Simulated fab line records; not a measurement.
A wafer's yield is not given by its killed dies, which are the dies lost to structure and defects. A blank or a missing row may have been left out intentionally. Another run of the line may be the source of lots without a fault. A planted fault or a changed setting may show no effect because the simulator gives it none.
fab line records	flow sky130
record lots=10	wafers=30	last_day=51
route steps=708 shown VIA2@528 METAL3@532 CAPM@551 PAD_OPEN@708
lots untouched by any fault: they come from a run of this same line in which no faults occurred
start_h: hours from the record's opening day to when the first of the lot's shown wafers began	wait_h: time in hours since the lot's previous step	" the same as in the row above	L1.1+2: several wafers, shown together as one row	- either no value or no given start	* or withheld: withheld	< > ~ a bound
route shown NAME@n: names a module that has steps shown in the file, with the first one's number in the route	usual: average and standard deviation across the fault-free wafers	same: alike in all rows	chamber/n: place in a boat	sites: per-site readings	_std_site: their standard deviation	_edge_site: mean of outer sites minus mean of inner sites	radius_mm: how far each site lies from the wafer's centre	mask NAME#n: copy n	behind: the last tool/chamber to shape the wafer	hold: the reason the lot was held/the length of the hold in hours/how it ended	device: transistor that didn't switch, given as n, p or np	end of line: the route-end tests of the same wafers	step lacking rows: just its recipe	killed: dies lost to structure and defects at the first sort, not the wafer's yield	map: a wafer's dies, marking killed ones x, the rest . and places with no die _
set.NAME: setting as actually run; set.NAME@STEP: the setting as run at that earlier step	model.NAME: the simulator's own value behind a step, which no gauge read
route steps across a sampled set of lots; one table per step, one row per wafer
services: when a tool's chamber went out of use (start_h, in hours from the record's first day, below 0 if earlier), for how many hours, and the reason
## steps
# step SKY_VIA2_CVD_21
# recipe material=W	target_thk_nm=420	time_s=126.4	temp_c=400	pressure_torr=40
# usual heater_power_w=824/59
lot.wafer	tool	chamber	start_h	wait_h	heater_power_w
L613.2	cvd_w-01	1	893.26	0.0	822
L613.5	"	0	"	"	853
L613.6	"	1	"	"	817
L614.3	cvd_w-02	0	894.91	0.1	927
L614.4	"	1	"	"	781
L614.5	"	1	"	"	792
L617.1	cvd_w-02	1	918.11	0.0	801
L617.2	"	0	"	"	896
L617.5	"	1	"	"	774
L618.1	cvd_w-01	1	927.61	0.0	775
L618.4	"	0	"	"	776
L618.5	"	0	"	"	776
L625.1	cvd_w-02	1	974.87	0.0	812
L625.4	"	0	"	"	896
L625.6	"	1	"	"	771
L627.1	cvd_w-01	0	981.21	0.0	777
L627.3	"	1	"	"	762
L627.4	"	0	"	"	796
L628.3	cvd_w-01	0	991.94	0.1	774
L628.5	"	0	"	"	792
L628.6	"	1	"	"	778
L629.1	cvd_w-02	1	994.92	0.0	790
L629.3	"	0	"	"	913
L629.6	"	1	"	"	790
L630.2	cvd_w-01	0	1004.86	0.0	793
L630.3	"	0	"	"	774
L630.5	"	1	"	"	784
L634.4	cvd_w-02	1	1029.87	0.0	784
L634.5	"	0	"	"	896
L634.6	"	1	"	"	787
# step SKY_METAL3_SPUTTER_00
# recipe material=Ti	target_thk_nm=15	power_w=3000	time_s=10	chamber_pressure_pa=0.4
# usual chamber_pressure_pa=0.4001/0.00078	throttle_valve_pct=30.2/1.1
lot.wafer	tool	chamber	start_h	wait_h	chamber_pressure_pa	throttle_valve_pct
L613.2	pvd_sputter-01	-	893.87	0.2	0.4007	28.8
L613.5	"	-	"	"	0.4002	28.7
L613.6	"	-	"	"	0.3996	28.9
L614.3	pvd_sputter-03	-	895.73	0.1	0.3994	30.0
L614.4	"	-	"	"	0.3985	28.6
L614.5	"	-	"	"	0.3988	28.6
L617.1	pvd_sputter-03	-	918.94	0.2	0.3995	31.7
L617.2	"	-	"	"	0.3998	29.8
L617.5	"	-	"	"	0.3995	30.6
L618.1	pvd_sputter-04	-	928.22	0.2	0.4000	29.8
L618.4	"	-	"	"	0.3991	31.6
L618.5	"	-	"	"	0.4004	30.9
L625.1	pvd_sputter-03	-	975.48	0.2	0.4007	31.5
L625.4	"	-	"	"	0.4007	28.8
L625.6	"	-	"	"	0.3996	29.9
L627.1	pvd_sputter-01	-	981.82	0.2	0.4008	30.3
L627.3	"	-	"	"	0.3995	28.9
L627.4	"	-	"	"	0.4014	28.8
L628.3	pvd_sputter-03	-	992.51	0.2	0.3996	31.6
L628.5	"	-	"	"	0.3991	31.4
L628.6	"	-	"	"	0.4002	28.8
L629.1	pvd_sputter-04	-	995.53	0.2	0.4003	29.9
L629.3	"	-	"	"	0.4012	31.4
L629.6	"	-	"	"	0.3987	29.9
L630.2	pvd_sputter-03	-	1005.47	0.2	0.3999	30.6
L630.3	"	-	"	"	0.3998	31.9
L630.5	"	-	"	"	0.4004	30.3
L634.4	pvd_sputter-03	-	1030.44	0.1	0.3999	29.8
L634.5	"	-	"	"	0.4019	30.0
L634.6	"	-	"	"	0.3995	28.7
# step SKY_CAPM_STRIP_14
# recipe chemistry=O2/N2	power_w=1400	pressure_mtorr=1500	platen_temp_c=withheld	o2_flow_sccm=3000	n2_flow_sccm=300	overash_fraction=0.5
# usual drypump_motor_current_A=5.89/0.3	oes_product_au=0.710/0.0047	strip_time_to_endpoint_s=12.65/0.047
lot.wafer	tool	chamber	start_h	wait_h	drypump_motor_current_A	oes_product_au	rf_hours_counter_h	strip_time_to_endpoint_s
L613.2	plasma_asher-04	1	920.01	0.1	5.66	0.701	48	12.68
L613.5	"	0	"	"	6.16	0.712	-	12.68
L613.6	"	1	"	"	5.64	0.710	-	12.69
L614.3	plasma_asher-04	0	922.10	0.1	6.23	0.718	-	12.56
L614.4	"	1	"	"	5.68	0.707	-	12.51
L614.5	"	0	"	"	6.25	0.712	-	12.57
L617.1	plasma_asher-04	1	944.86	0.1	5.69	0.702	50	12.65
L617.2	"	0	"	"	6.21	0.715	50	12.67
L617.5	"	0	"	"	6.14	0.711	-	12.66
L618.1	plasma_asher-04	0	953.79	0.1	6.27	0.706	51	12.61
L618.4	"	0	"	"	6.19	0.702	-	12.63
L618.5	"	1	"	"	5.69	0.709	-	12.59
L625.1	plasma_asher-02	1	999.61	0.1	6.37	0.717	81	12.68
L625.4	"	1	"	"	6.35	0.710	-	12.68
L625.6	"	1	"	"	6.34	0.701	-	12.70
L627.1	plasma_asher-03	1	1005.66	0.1	5.60	0.702	120	12.62
L627.3	"	1	"	"	5.60	0.709	-	12.64
L627.4	"	0	"	"	5.68	0.714	-	12.64
L628.3	plasma_asher-02	1	1016.80	0.1	6.34	0.706	-	12.64
L628.5	"	1	"	"	6.32	0.709	-	12.65
L628.6	"	0	"	"	5.68	0.709	-	12.67
L629.1	plasma_asher-03	0	1019.59	0.1	5.68	0.719	121	12.68
L629.3	"	1	"	"	5.64	0.712	-	12.63
L629.6	"	1	"	"	5.62	0.716	-	12.65
L630.2	plasma_asher-03	1	1029.69	0.1	5.59	0.711	122	12.66
L630.3	"	0	"	"	5.65	0.707	-	12.72
L630.5	"	1	"	"	5.61	0.713	-	12.62
L634.4	plasma_asher-02	1	1054.07	0.1	6.33	0.716	-	12.61
L634.5	"	1	"	"	6.31	0.712	-	12.62
L634.6	"	0	"	"	5.70	0.708	-	12.64
# step SKY_METAL3_METAL_ETCH_18
# recipe target_depth_a=8450	stop_on=SiO2	over_etch_frac=0.3	time_s=183.1	chemistry=Cl2/BCl3	resist_sidewall_deg=88	pressure_mtorr=10	icp_w=900	bias_w=48.5	Cl2_flow_sccm=60	bcl3_flow_sccm=30
# usual bcl3_flow_sccm=29.99/0.08	bias_w=48.50/0.15	drypump_motor_current_A=6.0/0.33	oes_product_au=0.865/0.0064	throttle_valve_pct=22.265/0.0089
lot.wafer	tool	chamber	start_h	wait_h	bcl3_flow_sccm	bias_w	drypump_motor_current_A	oes_product_au	rf_hours_counter_h	throttle_valve_pct
L613.2	rie_metal-02	1	947.34	0.0	30.01	48.73	6.3	0.868	11	22.279
L613.5	"	1	"	"	30.06	48.52	6.3	0.866	-	22.275
L613.6	"	0	"	"	29.99	48.62	6.1	0.862	-	22.249
L614.3	rie_metal-04	1	948.01	0.1	29.96	48.50	5.6	0.864	-	22.264
L614.4	"	0	"	"	30.07	48.53	6.3	0.857	-	22.268
L614.5	"	0	"	"	30.02	48.36	6.3	0.860	-	22.251
L617.1	rie_metal-04	0	971.08	0.0	-	-	-	-	-	-
L617.2	"	1	"	"	-	-	-	-	-	-
L617.5	"	0	"	"	-	-	-	-	-	-
L618.1	rie_metal-04	0	979.64	0.0	-	-	-	-	-	-
L618.4	"	1	"	"	-	-	-	-	-	-
L618.5	"	1	"	"	-	-	-	-	-	-
L625.1	rie_metal-04	0	1024.31	0.0	30.04	48.60	6.3	0.868	19	22.268
L625.4	"	0	"	"	29.94	48.69	6.3	0.861	-	22.283
L625.6	"	1	"	"	30.05	48.63	5.6	0.870	-	22.272
L627.1	rie_metal-02	0	1030.54	0.0	29.96	48.61	6.1	0.865	3	22.269
L627.3	"	1	"	"	30.20	48.64	6.3	0.871	-	22.267
L627.4	"	0	"	"	29.81	48.48	6.1	0.867	-	22.259
L628.3	rie_metal-02	0	1040.52	0.1	29.89	48.45	6.1	0.868	-	22.259
L628.5	"	1	"	"	29.96	48.49	6.3	0.859	-	22.257
L628.6	"	0	"	"	30.11	48.71	6.1	0.867	-	22.259
L629.1	rie_metal-01	1	1042.55	0.0	29.92	48.35	5.4	0.873	21	22.272
L629.3	"	0	"	"	29.92	48.71	5.9	0.879	-	22.268
L629.6	"	0	"	"	29.97	48.67	5.9	0.870	-	22.258
L630.2	rie_metal-04	1	1053.74	0.0	29.90	48.35	5.6	0.851	15	22.264
L630.3	"	1	"	"	29.93	48.54	5.5	0.861	-	22.267
L630.5	"	0	"	"	29.97	48.70	6.3	0.848	-	22.262
L634.4	rie_metal-04	1	1077.18	0.1	30.11	48.66	5.5	0.866	-	22.275
L634.5	"	0	"	"	30.04	48.29	6.3	0.873	-	22.259
L634.6	"	1	"	"	30.02	48.42	5.5	0.869	-	22.262
# step SKY_METAL3_STRIP_19
# recipe chemistry=O2/N2	power_w=1400	pressure_mtorr=1500	platen_temp_c=withheld	o2_flow_sccm=3000	n2_flow_sccm=300	overash_fraction=0.5
# usual drypump_motor_current_A=5.9/0.39	oes_product_au=0.503/0.0051	strip_time_to_endpoint_s=6.53/0.073
lot.wafer	tool	chamber	start_h	wait_h	drypump_motor_current_A	oes_product_au	rf_hours_counter_h	strip_time_to_endpoint_s
L613.2	plasma_asher-01	0	947.51	0.1	5.0	0.499	20	6.53
L613.5	"	0	"	"	5.0	0.505	-	6.50
L613.6	"	1	"	"	5.7	0.511	-	6.61
L614.3	plasma_asher-04	0	948.16	0.1	6.2	0.508	-	6.58
L614.4	"	1	"	"	5.7	0.508	-	6.66
L614.5	"	0	"	"	6.2	0.512	-	6.74
L617.1	plasma_asher-02	0	971.32	0.2	5.7	0.719	78	11.80
L617.2	"	1	"	"	6.3	0.719	78	11.82
L617.5	"	1	"	"	6.3	0.711	-	11.83
L618.1	plasma_asher-02	0	979.81	0.1	5.7	0.719	79	11.85
L618.4	"	0	"	"	5.7	0.714	-	11.88
L618.5	"	0	"	"	5.7	0.712	-	11.89
L625.1	plasma_asher-02	0	1024.49	0.1	5.7	0.507	83	6.68
L625.4	"	0	"	"	5.7	0.504	-	6.69
L625.6	"	0	"	"	5.7	0.511	-	6.54
L627.1	plasma_asher-02	0	1030.71	0.1	5.7	0.498	84	6.59
L627.3	"	1	"	"	6.3	0.503	-	6.58
L627.4	"	0	"	"	5.7	0.507	-	6.65
L628.3	plasma_asher-02	1	1040.71	0.1	6.3	0.501	-	6.48
L628.5	"	1	"	"	6.3	0.502	-	6.43
L628.6	"	0	"	"	5.7	0.500	-	6.52
L629.1	plasma_asher-02	0	1042.73	0.1	5.7	0.507	85	6.53
L629.3	"	1	"	"	6.3	0.508	-	6.56
L629.6	"	1	"	"	6.3	0.500	-	6.59
L630.2	plasma_asher-04	0	1053.97	0.2	6.2	0.500	61	6.46
L630.3	"	0	"	"	6.1	0.500	-	6.36
L630.5	"	0	"	"	6.2	0.505	-	6.56
L634.4	plasma_asher-02	0	1077.33	0.1	5.7	0.500	-	6.46
L634.5	"	1	"	"	6.3	0.499	-	6.65
L634.6	"	0	"	"	5.7	0.515	-	6.52
# step SKY_PAD_OPEN_PROBE_99
# usual defect_limited_yield=82.5/2.2	killed_at_M0_to_M3=43/7.5	killed_at_M4_up=3.2/1.9	killed_at_contacts=24/5.6	killed_at_front_end=15/4.8	killed_at_other=0.2/0.54	killed_dies=86/11	killed_on_rim=17/3.6	killed_open=47/7.6	killed_short=39/7.1	sort_bin_3_pad_short=0.8/0.36	sort_bin_5_function=10.4/1.6	sort_bin_6_memory=6.3/1.3	sort_n_pass=406/11	sort_yield_pct=82.5/2.2
# same gross_dies=492	killed_at_back_side=0	sort_bin_4_leakage[%]=0	sort_bin_8_speed[%]=0
lot.wafer	tool	chamber	start_h	wait_h	defect_limited_yield[%]	killed_at_M0_to_M3	killed_at_M4_up	killed_at_contacts	killed_at_front_end	killed_at_other	killed_dies	killed_on_rim	killed_open	killed_short	sort_bin_3_pad_short[%]	sort_bin_5_function[%]	sort_bin_6_memory[%]	sort_n_pass	sort_yield_pct[%]
L617.1	prober-02	-	1137.71	0.1	0	452	6	20	14	0	492	96	51	34	0.6	92.3	7.1	0	0
L617.2	prober-02	-	1137.76	0.1	0	451	0	25	16	0	492	96	46	44	1.2	90.9	7.9	0	0
L617.5	prober-02	-	1137.91	0.2	0	442	4	27	19	0	492	96	54	41	1.2	91.7	7.1	0	0
L618.1	prober-01	-	1144.48	0.1	0	439	3	35	15	0	492	96	53	40	1.4	91.5	7.1	0	0
L618.4	prober-01	-	1144.63	0.2	0	453	3	21	15	0	492	96	44	39	0.8	93.5	5.7	0	0
L618.5	prober-01	-	1144.68	0.2	0	459	2	18	13	0	492	96	39	44	0.8	95.3	3.9	0	0
# killed by level:class
L617.1 METAL3:area_etch=407 VIA1:geometric_particle:open=12 CONTACT:geometric_particle:open=10 VIA3:geometric_particle:open=8 LI_CONTACT:geometric_particle:open=6 VIA1:geometric_particle:short=5 VIA2:geometric_particle:short=5 POLY_GATE:geometric_particle:short=4
L617.2 METAL3:area_etch=402 VIA1:geometric_particle:open=12 CONTACT:geometric_particle:open=9 VIA3:geometric_particle:open=7 CONTACT:geometric_particle:short=6 FIELD_ISO:geometric_particle:short=5 METAL1:geometric_particle:short=5 VIA1:geometric_particle:short=5
L617.5 METAL3:area_etch=397 VIA1:geometric_particle:open=15 LI_CONTACT:geometric_particle:open=9 POLY_GATE:geometric_particle:open=6 LOCAL_INTERCONNECT:geometric_particle:short=6 CONTACT:geometric_particle:open=6 METAL1:geometric_particle:short=5 VIA3:geometric_particle:open=5
L618.1 METAL3:area_etch=399 CONTACT:geometric_particle:open=15 VIA3:geometric_particle:open=8 VIA1:geometric_particle:open=7 LOCAL_INTERCONNECT:geometric_particle:short=6 CONTACT:geometric_particle:short=6 METAL1:geometric_particle:short=6 FIELD_ISO:geometric_particle:open=5
L618.4 METAL3:area_etch=409 VIA1:geometric_particle:open=11 LI_CONTACT:geometric_particle:open=8 METAL2:geometric_particle:short=8 VIA3:geometric_particle:open=8 VIA1:geometric_particle:short=6 CONTACT:geometric_particle:short=6 CONTACT:geometric_particle:open=5
L618.5 METAL3:area_etch=409 VIA1:geometric_particle:open=8 METAL1:geometric_particle:short=7 METAL2:geometric_particle:short=7 LOCAL_INTERCONNECT:geometric_particle:short=6 VIA2:geometric_particle:open=6 VIA3:geometric_particle:open=6 LI_CONTACT:geometric_particle:open=5
## services
tool	chamber	start_h	hours	kind
plasma_asher-02	-	882.30	0.4	repair
rie_metal-04	-	888.27	0.5	repair
plasma_asher-03	-	890.21	1.0	repair
plasma_asher-01	-	894.47	7.6	repair
cvd_w-01	-	904.00	14.0	pm
cvd_w-02	-	905.11	0.5	repair
cvd_w-02	-	949.71	6.9	pm
pvd_sputter-03	-	950.54	4.1	repair
plasma_asher-02	-	953.58	6.3	repair
cvd_w-01	0	957.94	3.7	repair
cvd_w-02	0	962.46	3.0	repair
plasma_asher-01	-	964.30	4.3	pm
rie_metal-01	1	964.54	10.8	repair
cvd_w-01	-	986.41	4.7	repair
pvd_sputter-01	-	1018.39	15.8	repair
cvd_w-01	0	1025.39	22.1	repair
cvd_w-02	1	1027.31	1.9	repair
pvd_sputter-04	-	1034.53	5.1	repair
pvd_sputter-04	-	1053.54	5.3	repair
plasma_asher-03	-	1055.25	9.0	pm
cvd_w-01	1	1063.30	2.1	repair
plasma_asher-02	-	1067.98	1.8	repair
plasma_asher-03	-	1071.91	3.8	repair
rie_metal-02	-	1072.67	2.8	pm
## key
first_sign step=SKY_METAL3_METAL_ETCH_18	reading=tool_record	direction=missing
effect step=SKY_METAL3_STRIP_19	reading=strip_time_to_endpoint_s	direction=up	sigmas=72	usual=*	struck=*
effect step=SKY_PAD_OPEN_PROBE_99	reading=killed_at_M0_to_M3	direction=up	sigmas=54	usual=43	struck=449
more_kills_born_at SKY_METAL3_METAL_ETCH_18@rie_metal-04=2423
met_at SKY_METAL3_METAL_ETCH_18
struck_lots L617,L618
later_rows_left_out L617.1,L617.2,L617.5,L618.1,L618.4,L618.5
not_acting_at SKY_VIA2_CVD_21,SKY_METAL3_SPUTTER_00,SKY_CAPM_STRIP_14
onset_between 948.01 971.08
fault kind=skipped_step_whole	tool=rie_metal-04	chamber=-	onset_h=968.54	steps=SKY_METAL3_METAL_ETCH_18	scope=struck_lots_only
# later_rows_left_out: the simulator's readings of these wafers behind a module that went badly wrong aren't trusted and aren't shown, but for the sort
